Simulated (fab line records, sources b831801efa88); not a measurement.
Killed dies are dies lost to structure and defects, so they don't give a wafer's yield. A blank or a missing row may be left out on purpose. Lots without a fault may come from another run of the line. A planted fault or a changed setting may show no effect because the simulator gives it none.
Which tool did it? | flow sky130 | 7 lots, 21 wafers sampled, at 1 step of a route of 708

WHAT THE GAUGES READ, wafer by wafer
SKY_RES_XHIGH_TW_MEAS_09.
lot  | measured     | on            | RES_XHIGH_TW
L506 | day 27 23:19 | film_metro-04 | 1668 1670 1658
L509 | day 28 23:43 | film_metro-04 | 1661 1664 1668
L511 | day 29 16:20 | film_metro-02 | 1612 1617 1617
L513 | day 30 06:19 | film_metro-04 | 1667 1668 1670
L518 | day 32 03:07 | film_metro-02 | 1615 1604 1618
L524 | day 33 19:42 | film_metro-01 | 1650 1639 1654
L526 | day 34 12:05 | film_metro-02 | 1619 1620 1618

WHICH TOOL RAN EACH LOT (tool, then ch and the chambers of the sampled wafers, then the start)
The record holds no process step before these readings.

THE ANSWER, worked out from the rows above alone
Rule: what is usual is taken from the lots themselves. Put in order of their means at a reading, lots are off if they are a third of the lots or fewer, leave a main group of 4 or more, and stand apart from it by a gap of 3 or more times the standard deviation of the main group's means; of several such gaps the widest counts. A main group whose means are all the same, to the digits that the tables above print for the reading, isn't used. A lot without any number at a reading at which 4 lots or more have one is off too. The other lots that the step has rows for count as sound.
No lot is off at any reading shown: from this, nothing can be told.

WHAT THE SIMULATOR HAD PUT IN
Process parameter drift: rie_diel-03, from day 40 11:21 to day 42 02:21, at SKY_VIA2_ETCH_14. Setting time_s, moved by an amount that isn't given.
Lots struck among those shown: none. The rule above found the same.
